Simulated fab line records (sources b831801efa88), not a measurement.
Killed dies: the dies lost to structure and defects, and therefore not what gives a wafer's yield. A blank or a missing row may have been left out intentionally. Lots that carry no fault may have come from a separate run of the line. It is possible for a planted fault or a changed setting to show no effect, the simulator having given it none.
fab line records | flow gf180mcu
record lots=11 | wafers=33 | last_day=34
route steps=602 shown LVPWELL@61 NSD@244 SAB@277 M2@363
lots that met no fault: from a run of the same line without faults
start_h: hours from the record's first day to the start of the lot's first wafer shown | wait_h: hours elapsed since this lot's preceding step | " identical to the entry in the row above | L1.1+2: one row covering several wafers at once | - either no value or no given start | * or withheld: withheld | < > ~ a bound
route shown NAME@n: a module of which the file shows steps, and the number in the route of the first | usual: mean/standard deviation of fault-free wafers | same: alike in all rows | chamber/n: place in a boat | sites: the reading at each site | _std_site: how widely they spread, as a standard deviation | _edge_site: inner sites' mean taken away from outer sites' mean | radius_mm: for every site, how far away it sits from the centre of the wafer | mask NAME#n: copy n | behind: the last tool/chamber to shape the wafer | hold: what put the lot on hold/how long, in hours/how the hold closed | device: the transistor (n, p or np) that didn't switch | end of line: tests run on the same wafers once the route is complete | step lacking rows: just its recipe | killed: count of dies lost to structure and defects at first sort (not the wafer's yield) | map: the dies of a wafer, with x for killed, . for not killed, _ for no die there
set.NAME: the setting that was run; set.NAME@STEP: the one run at that earlier step | model.NAME: the simulator's own value behind a step, which no gauge read
steps of the route over a sample of lots; a table a step, a row a wafer
services: the hour from which a tool's chamber was out of use, counted from the record's first day as start_h (under 0 if before that day), plus the number of hours and why
## steps
# step GF_LVPWELL_OVL_MEAS_07
# usual LVPWELL_OVL=-0.2/1.7
lot.wafer | tool       | chamber | start_h | wait_h | LVPWELL_OVL[nm]
L483.3    | overlay-01 | -       | 66.57   | -      | 0.6
L483.4    | "          | -       | "       | "      | -0.4
L483.6    | "          | -       | "       | "      | -0.8
L489.1    | overlay-02 | -       | 106.46  | -      | -0.2
L489.2    | "          | -       | "       | "      | 1.6
L489.3    | "          | -       | "       | "      | 0.6
L491.1    | overlay-02 | -       | 117.01  | -      | 0.2
L491.2    | "          | -       | "       | "      | -0.5
L491.3    | "          | -       | "       | "      | 0.1
L492.3    | overlay-01 | -       | 119.92  | -      | -1.5
L492.5    | "          | -       | "       | "      | 0.0
L492.6    | "          | -       | "       | "      | -0.3
L493.4    | overlay-01 | -       | 124.60  | -      | 2.6
L493.5    | "          | -       | "       | "      | 1.4
L493.6    | "          | -       | "       | "      | 1.0
L495.1    | overlay-02 | -       | 136.63  | -      | -0.4
L495.4    | "          | -       | "       | "      | -0.6
L495.5    | "          | -       | "       | "      | -0.1
L499.1    | overlay-02 | -       | 159.86  | -      | 1.1
L499.2    | "          | -       | "       | "      | 0.2
L499.5    | "          | -       | "       | "      | 1.8
L501.1    | overlay-02 | -       | 170.21  | -      | 0.1
L501.2    | "          | -       | "       | "      | -0.5
L501.5    | "          | -       | "       | "      | 1.9
L502.3    | overlay-02 | -       | 176.52  | -      | -2.0
L502.4    | "          | -       | "       | "      | -3.5
L502.6    | "          | -       | "       | "      | -3.7
L504.2    | overlay-02 | -       | 187.29  | -      | -0.1
L504.3    | "          | -       | "       | "      | 0.5
L504.4    | "          | -       | "       | "      | 1.2
L506.1    | overlay-02 | -       | 200.06  | -      | -1.8
L506.2    | "          | -       | "       | "      | -2.0
L506.6    | "          | -       | "       | "      | -0.8
# step GF_NSD_IMPLANT_09
# recipe species=As | energy_kev=60 | dose_cm2=4e+15 | tilt_deg=7
# usual beam_energy_keV=60.002/0.019 | tilt_deg=7.003/0.019
lot.wafer | tool         | chamber | start_h | wait_h | beam_energy_keV | tilt_deg
L483.3    | implanter-02 | 0       | 290.61  | 0.1    | 60.008          | 7.000
L483.4    | "            | 0       | "       | "      | 59.996          | 6.985
L483.6    | "            | 0       | "       | "      | 59.983          | 7.012
L489.1    | implanter-03 | 0       | 355.71  | 0.0    | 60.005          | 7.015
L489.2    | "            | 0       | "       | "      | 60.005          | 7.014
L489.3    | "            | 0       | "       | "      | 60.000          | 7.015
L491.1    | implanter-03 | 0       | 365.03  | 0.0    | 56.736          | 6.999
L491.2    | "            | 0       | "       | "      | 56.797          | 6.999
L491.3    | "            | 0       | "       | "      | 56.774          | 6.997
L492.3    | implanter-02 | 0       | 372.91  | 0.1    | 60.019          | 7.009
L492.5    | "            | 0       | "       | "      | 60.014          | 6.971
L492.6    | "            | 0       | "       | "      | 59.995          | 6.965
L493.4    | implanter-03 | 0       | 377.59  | 0.1    | 56.804          | 7.076
L493.5    | "            | 0       | "       | "      | 56.790          | 7.034
L493.6    | "            | 0       | "       | "      | 56.787          | 7.026
L495.1    | implanter-03 | 0       | 398.51  | 0.0    | 56.735          | 7.013
L495.4    | "            | 0       | "       | "      | 56.746          | 6.996
L495.5    | "            | 0       | "       | "      | 56.740          | 6.997
L499.1    | implanter-01 | 0       | 434.91  | 0.0    | 60.002          | 7.013
L499.2    | "            | 0       | "       | "      | 59.987          | 7.019
L499.5    | "            | 0       | "       | "      | 59.964          | 6.983
L501.1    | implanter-01 | 0       | 447.71  | 0.0    | 60.003          | 6.967
L501.2    | "            | 0       | "       | "      | 60.018          | 6.948
L501.5    | "            | 0       | "       | "      | 59.998          | 7.034
L502.3    | implanter-02 | 0       | 456.31  | 0.1    | 59.977          | 7.006
L502.4    | "            | 0       | "       | "      | 59.987          | 6.983
L502.6    | "            | 0       | "       | "      | 59.994          | 6.994
L504.2    | implanter-03 | 0       | 470.88  | 0.0    | 60.041          | 6.988
L504.3    | "            | 0       | "       | "      | 60.017          | 6.993
L504.4    | "            | 0       | "       | "      | 60.021          | 6.998
L506.1    | implanter-03 | 0       | 484.53  | 0.0    | 59.983          | 7.021
L506.2    | "            | 0       | "       | "      | 60.020          | 6.999
L506.6    | "            | 0       | "       | "      | 59.991          | 7.000
# step GF_NSD_STRIP_11
# recipe chemistry=O2/N2 | power_w=1400 | pressure_mtorr=1500 | platen_temp_c=250 | o2_flow_sccm=3000 | n2_flow_sccm=300 | overash_fraction=0.5
# usual chamber_pressure_mTorr=1499.9/1.4 | drypump_motor_current_A=5.4/0.41 | heater_power_w=323/27 | oes_product_au=0.487/0.0048 | strip_time_to_endpoint_s=22.95/0.038
# same overash_fraction=0.5
lot.wafer | tool            | chamber | start_h | wait_h | chamber_pressure_mTorr | drypump_motor_current_A | heater_power_w | oes_product_au | rf_hours_counter_h | strip_time_to_endpoint_s
L483.3    | plasma_asher-03 | 1       | 290.90  | 0.1    | 1498.5                 | 5.9                     | 277            | 0.486          | -                  | 22.95
L483.4    | "               | 0       | "       | "      | 1500.6                 | 5.0                     | 331            | 0.495          | -                  | 22.92
L483.6    | "               | 1       | "       | "      | 1499.5                 | 5.9                     | 276            | 0.484          | -                  | 22.96
L489.1    | plasma_asher-02 | 0       | 356.01  | 0.1    | 1500.1                 | 5.5                     | 311            | 0.492          | 23                 | 22.99
L489.2    | "               | 1       | "       | "      | 1497.2                 | 6.0                     | 357            | 0.478          | 23                 | 22.96
L489.3    | "               | 1       | "       | "      | 1497.5                 | 6.0                     | 355            | 0.479          | -                  | 23.00
L491.1    | plasma_asher-04 | 0       | 365.33  | 0.1    | 1499.8                 | 5.0                     | 343            | 0.490          | 58                 | 22.52
L491.2    | "               | 1       | "       | "      | 1500.1                 | 5.4                     | 351            | 0.486          | 58                 | 22.57
L491.3    | "               | 0       | "       | "      | 1502.2                 | 5.0                     | 325            | 0.490          | -                  | 22.55
L492.3    | plasma_asher-03 | 0       | 373.19  | 0.1    | 1499.3                 | 4.9                     | 343            | 0.502          | -                  | 22.99
L492.5    | "               | 0       | "       | "      | 1499.2                 | 4.9                     | 348            | 0.482          | -                  | 22.96
L492.6    | "               | 1       | "       | "      | 1499.9                 | 5.9                     | 281            | 0.482          | -                  | 22.96
L493.4    | plasma_asher-04 | 0       | 377.84  | 0.1    | 1498.5                 | 5.0                     | 328            | 0.494          | -                  | 22.56
L493.5    | "               | 0       | "       | "      | 1500.1                 | 4.9                     | 329            | 0.492          | -                  | 22.54
L493.6    | "               | 1       | "       | "      | 1500.1                 | 5.4                     | 344            | 0.485          | -                  | 22.54
L495.1    | plasma_asher-02 | 0       | 398.81  | 0.1    | 1499.4                 | 5.6                     | 312            | 0.495          | 28                 | 22.56
L495.4    | "               | 0       | "       | "      | 1499.9                 | 5.5                     | 309            | 0.493          | -                  | 22.54
L495.5    | "               | 1       | "       | "      | 1501.0                 | 6.0                     | 357            | 0.486          | -                  | 22.56
L499.1    | plasma_asher-03 | 0       | 435.21  | 0.1    | 1500.6                 | 4.9                     | 336            | 0.486          | 78                 | 22.97
L499.2    | "               | 1       | "       | "      | 1503.4                 | 5.9                     | 277            | 0.485          | 78                 | 22.94
L499.5    | "               | 1       | "       | "      | 1500.7                 | 5.9                     | 282            | 0.479          | -                  | 22.91
L501.1    | plasma_asher-03 | 0       | 448.01  | 0.1    | 1499.7                 | 4.9                     | 336            | 0.488          | 79                 | 22.98
L501.2    | "               | 1       | "       | "      | 1501.8                 | 5.9                     | 283            | 0.488          | 79                 | 22.93
L501.5    | "               | 1       | "       | "      | 1500.4                 | 5.9                     | 275            | 0.488          | -                  | 22.95
L502.3    | plasma_asher-02 | 1       | 456.60  | 0.1    | 1498.9                 | 5.9                     | 353            | 0.484          | -                  | 22.92
L502.4    | "               | 0       | "       | "      | 1501.5                 | 5.5                     | 298            | 0.486          | -                  | 22.94
L502.6    | "               | 1       | "       | "      | 1500.6                 | 6.0                     | 352            | 0.489          | -                  | 22.93
L504.2    | plasma_asher-03 | 0       | 471.16  | 0.1    | 1500.3                 | 4.9                     | 335            | 0.484          | 82                 | 22.93
L504.3    | "               | 1       | "       | "      | 1501.1                 | 5.9                     | 280            | 0.490          | -                  | 22.93
L504.4    | "               | 0       | "       | "      | 1501.8                 | 4.9                     | 347            | 0.482          | -                  | 22.92
L506.1    | plasma_asher-03 | 0       | 484.83  | 0.1    | 1499.7                 | 4.9                     | 336            | 0.491          | 83                 | 22.95
L506.2    | "               | 1       | "       | "      | 1501.4                 | 5.9                     | 281            | 0.486          | 83                 | 22.94
L506.6    | "               | 1       | "       | "      | 1500.4                 | 5.9                     | 281            | 0.485          | -                  | 22.97
# step GF_PSD_RS_MEAS_14
# recipe thk_meas_gauge=four-point-probe
# usual NSD_RS=46.14/0.072
lot.wafer | tool          | chamber | start_h | wait_h | NSD_RS[ohm/sq]
L483.3    | film_metro-03 | -       | 311.55  | 0.1    | 46.23
L483.4    | "             | -       | "       | "      | 46.24
L483.6    | "             | -       | "       | "      | 46.19
L489.1    | film_metro-02 | -       | 378.96  | 0.1    | 45.97
L489.2    | "             | -       | "       | "      | 45.93
L489.3    | "             | -       | "       | "      | 46.03
L491.1    | film_metro-03 | -       | 388.25  | 0.2    | 47.07
L491.2    | "             | -       | "       | "      | 47.03
L491.3    | "             | -       | "       | "      | 46.91
L492.3    | film_metro-02 | -       | 395.55  | 0.1    | 46.02
L492.5    | "             | -       | "       | "      | 46.14
L492.6    | "             | -       | "       | "      | 46.14
L493.4    | film_metro-01 | -       | 401.61  | 0.1    | 47.09
L493.5    | "             | -       | "       | "      | 47.08
L493.6    | "             | -       | "       | "      | 47.08
L495.1    | film_metro-02 | -       | 422.91  | 0.1    | 47.13
L495.4    | "             | -       | "       | "      | 47.16
L495.5    | "             | -       | "       | "      | 47.03
L499.1    | film_metro-03 | -       | 459.28  | 0.1    | 45.95
L499.2    | "             | -       | "       | "      | 46.17
L499.5    | "             | -       | "       | "      | 46.20
L501.1    | film_metro-02 | -       | 472.56  | 0.1    | 46.11
L501.2    | "             | -       | "       | "      | 46.08
L501.5    | "             | -       | "       | "      | 46.13
L502.3    | film_metro-02 | -       | 481.72  | 0.1    | 46.24
L502.4    | "             | -       | "       | "      | 46.09
L502.6    | "             | -       | "       | "      | 46.15
L504.2    | film_metro-01 | -       | 496.47  | 0.1    | 46.25
L504.3    | "             | -       | "       | "      | 46.22
L504.4    | "             | -       | "       | "      | 46.19
L506.1    | film_metro-02 | -       | 508.70  | 0.1    | 46.10
L506.2    | "             | -       | "       | "      | 46.13
L506.6    | "             | -       | "       | "      | 46.07
# step GF_SAB_STRIP_13
# recipe chemistry=O2/N2 | power_w=1400 | pressure_mtorr=1500 | platen_temp_c=250 | o2_flow_sccm=3000 | n2_flow_sccm=300 | overash_fraction=0.5
# usual chamber_pressure_mTorr=1500.1/1.4 | drypump_motor_current_A=5.4/0.43 | heater_power_w=324/27 | oes_product_au=0.709/0.0046 | strip_time_to_endpoint_s=12.637/0.03
# same overash_fraction=0.5
lot.wafer | tool            | chamber | start_h | wait_h | chamber_pressure_mTorr | drypump_motor_current_A | heater_power_w | oes_product_au | rf_hours_counter_h | strip_time_to_endpoint_s
L483.3    | plasma_asher-04 | 0       | 332.60  | 0.0    | 1497.5                 | 4.9                     | 331            | 0.712          | -                  | 12.663
L483.4    | "               | 1       | "       | "      | 1501.0                 | 5.4                     | 345            | 0.721          | -                  | 12.612
L483.6    | "               | 1       | "       | "      | 1499.8                 | 5.4                     | 353            | 0.705          | -                  | 12.623
L489.1    | plasma_asher-04 | 0       | 402.64  | 0.0    | 1496.7                 | 5.0                     | 327            | 0.709          | 61                 | 12.636
L489.2    | "               | 1       | "       | "      | 1500.3                 | 5.4                     | 340            | 0.715          | 61                 | 12.627
L489.3    | "               | 0       | "       | "      | 1499.4                 | 5.0                     | 330            | 0.706          | -                  | 12.609
L491.1    | plasma_asher-01 | 0       | 412.03  | 0.0    | 1500.0                 | 5.3                     | 352            | 0.705          | 76                 | 12.678
L491.2    | "               | 1       | "       | "      | 1499.1                 | 6.1                     | 300            | 0.706          | 76                 | 12.665
L491.3    | "               | 0       | "       | "      | 1500.2                 | 5.3                     | 347            | 0.703          | -                  | 12.732
L492.3    | plasma_asher-03 | 1       | 420.16  | 0.0    | 1497.7                 | 5.8                     | 277            | 0.715          | -                  | 12.604
L492.5    | "               | 1       | "       | "      | 1502.7                 | 5.9                     | 277            | 0.709          | -                  | 12.616
L492.6    | "               | 0       | "       | "      | 1500.1                 | 4.9                     | 337            | 0.699          | -                  | 12.615
L493.4    | plasma_asher-04 | 1       | 426.46  | 0.0    | 1501.2                 | 5.4                     | 356            | 0.706          | -                  | 12.644
L493.5    | "               | 0       | "       | "      | 1501.5                 | 4.9                     | 333            | 0.711          | -                  | 12.658
L493.6    | "               | 1       | "       | "      | 1498.4                 | 5.4                     | 348            | 0.707          | -                  | 12.619
L495.1    | plasma_asher-01 | 1       | 447.15  | 0.0    | 1499.8                 | 6.1                     | 287            | 0.705          | 2                  | 12.617
L495.4    | "               | 1       | "       | "      | 1499.8                 | 6.1                     | 298            | 0.715          | -                  | 12.591
L495.5    | "               | 1       | "       | "      | 1501.8                 | 6.1                     | 280            | 0.710          | -                  | 12.646
L499.1    | plasma_asher-04 | 0       | 483.91  | 0.0    | 1501.7                 | 4.9                     | 323            | 0.712          | 70                 | 12.579
L499.2    | "               | 1       | "       | "      | 1499.7                 | 5.4                     | 349            | 0.705          | 70                 | 12.625
L499.5    | "               | 1       | "       | "      | 1502.6                 | 5.4                     | 351            | 0.703          | -                  | 12.679
L501.1    | plasma_asher-04 | 0       | 497.02  | 0.0    | 1498.4                 | 4.9                     | 331            | 0.714          | 71                 | 12.645
L501.2    | "               | 1       | "       | "      | 1502.2                 | 5.4                     | 339            | 0.709          | 71                 | 12.649
L501.5    | "               | 1       | "       | "      | 1501.4                 | 5.4                     | 357            | 0.712          | -                  | 12.657
L502.3    | plasma_asher-03 | 0       | 506.28  | 0.0    | 1501.0                 | 4.9                     | 343            | 0.708          | -                  | 12.641
L502.4    | "               | 1       | "       | "      | 1501.3                 | 5.9                     | 274            | 0.714          | -                  | 12.666
L502.6    | "               | 1       | "       | "      | 1499.9                 | 5.9                     | 276            | 0.715          | -                  | 12.618
L504.2    | plasma_asher-01 | 1       | 520.32  | 0.0    | 1500.3                 | 6.1                     | 294            | 0.713          | 7                  | 12.653
L504.3    | "               | 0       | "       | "      | 1500.0                 | 5.3                     | 346            | 0.714          | -                  | 12.680
L504.4    | "               | 1       | "       | "      | 1501.0                 | 6.1                     | 291            | 0.712          | -                  | 12.684
L506.1    | plasma_asher-01 | 1       | 532.62  | 0.0    | 1502.2                 | 6.1                     | 289            | 0.704          | 9                  | 12.642
L506.2    | "               | 0       | "       | "      | 1496.7                 | 5.4                     | 351            | 0.704          | 9                  | 12.626
L506.6    | "               | 1       | "       | "      | 1499.2                 | 6.1                     | 295            | 0.710          | -                  | 12.637
# step GF_M2_SPUTTER_01
# recipe material=TiN | target_thk_nm=30 | power_w=6500 | time_s=25 | chamber_pressure_pa=0.4
# usual throttle_valve_pct=30.1/0.88
lot.wafer | tool           | chamber | start_h | wait_h | throttle_valve_pct
L483.3    | pvd_sputter-04 | -       | 410.80  | 0.1    | 30.8
L483.4    | "              | -       | "       | "      | 31.4
L483.6    | "              | -       | "       | "      | 30.7
L489.1    | pvd_sputter-04 | -       | 480.62  | 0.1    | 31.6
L489.2    | "              | -       | "       | "      | 30.6
L489.3    | "              | -       | "       | "      | 29.6
L491.1    | pvd_sputter-02 | -       | 490.97  | 0.1    | 30.9
L491.2    | "              | -       | "       | "      | 29.6
L491.3    | "              | -       | "       | "      | 28.9
L492.3    | pvd_sputter-03 | -       | 498.80  | 0.1    | 28.8
L492.5    | "              | -       | "       | "      | 29.0
L492.6    | "              | -       | "       | "      | 30.5
L493.4    | pvd_sputter-04 | -       | 504.89  | 0.1    | 31.7
L493.5    | "              | -       | "       | "      | 29.7
L493.6    | "              | -       | "       | "      | 31.6
L495.1    | pvd_sputter-04 | -       | 524.62  | 0.1    | 30.9
L495.4    | "              | -       | "       | "      | 31.5
L495.5    | "              | -       | "       | "      | 29.6
L499.1    | pvd_sputter-02 | -       | 559.06  | 0.1    | 29.1
L499.2    | "              | -       | "       | "      | 29.7
L499.5    | "              | -       | "       | "      | 29.5
L501.1    | pvd_sputter-02 | -       | 571.93  | 0.1    | 29.1
L501.2    | "              | -       | "       | "      | 29.4
L501.5    | "              | -       | "       | "      | 29.5
L502.3    | pvd_sputter-04 | -       | 580.83  | 0.1    | 30.8
L502.4    | "              | -       | "       | "      | 29.5
L502.6    | "              | -       | "       | "      | 31.8
L504.2    | pvd_sputter-04 | -       | 590.83  | 0.1    | 29.9
L504.3    | "              | -       | "       | "      | 32.0
L504.4    | "              | -       | "       | "      | 29.6
L506.1    | pvd_sputter-02 | -       | 603.66  | 0.1    | 30.6
L506.2    | "              | -       | "       | "      | 29.2
L506.6    | "              | -       | "       | "      | 30.8
## services
tool            | chamber | start_h | hours | kind
implanter-01    | -       | 292.43  | 3.1   | repair
plasma_asher-03 | -       | 304.62  | 1.8   | repair
plasma_asher-02 | -       | 321.26  | 2.6   | repair
plasma_asher-02 | -       | 322.01  | 1.4   | repair
implanter-02    | -       | 324.76  | 1.7   | repair
implanter-02    | -       | 329.37  | 4.8   | pm
plasma_asher-03 | -       | 334.84  | 0.4   | repair
implanter-03    | -       | 344.57  | 5.4   | pm
pvd_sputter-04  | -       | 345.77  | 2.6   | repair
plasma_asher-04 | -       | 367.09  | 5.4   | repair
plasma_asher-04 | -       | 406.97  | 2.8   | pm
implanter-02    | -       | 418.96  | 3.6   | repair
plasma_asher-01 | -       | 421.25  | 9.0   | pm
pvd_sputter-04  | -       | 431.09  | 1.8   | repair
plasma_asher-04 | -       | 437.62  | 4.6   | repair
implanter-02    | -       | 443.96  | 5.2   | repair
implanter-02    | -       | 455.34  | 0.8   | repair
plasma_asher-01 | -       | 480.20  | 14.6  | pm
pvd_sputter-02  | -       | 497.27  | 4.7   | repair
plasma_asher-01 | -       | 499.75  | 2.3   | repair
implanter-03    | -       | 514.42  | 15.5  | repair
implanter-03    | -       | 550.21  | 8.5   | repair
implanter-03    | -       | 565.21  | 1.7   | repair
plasma_asher-02 | -       | 595.11  | 6.0   | repair
## key
first_sign step=GF_NSD_IMPLANT_09 | reading=beam_energy_keV | direction=down | sigmas=99+ | usual=60.002 | struck=56.768
effect step=GF_NSD_STRIP_11 | reading=strip_time_to_endpoint_s | direction=down | sigmas=11 | usual=* | struck=*
effect step=GF_PSD_RS_MEAS_14 | reading=NSD_RS | direction=up | sigmas=13 | usual=46.14 | struck=47.06
met_at GF_NSD_IMPLANT_09
struck_lots L491,L493,L495
tester_left_out L491,L493,L495
not_acting_at GF_LVPWELL_OVL_MEAS_07,GF_SAB_STRIP_13,GF_M2_SPUTTER_01
onset_between 355.71 365.03
fault kind=process_parameter_drift | tool=implanter-03 | chamber=- | onset_h=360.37 | steps=GF_NSD_IMPLANT_09 | channel=energy_kev | offset=-3.227 | shape=step | end_h=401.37 | acts_in=these_recipes_only | stated=60
# tester_left_out: of these lots the tester's yield and bins aren't shown, on N5 and GAA mostly nor the transistor test; their killed dies are dies lost to structure and defects alone, not to doping, threshold or leakage, so they don't give the yield
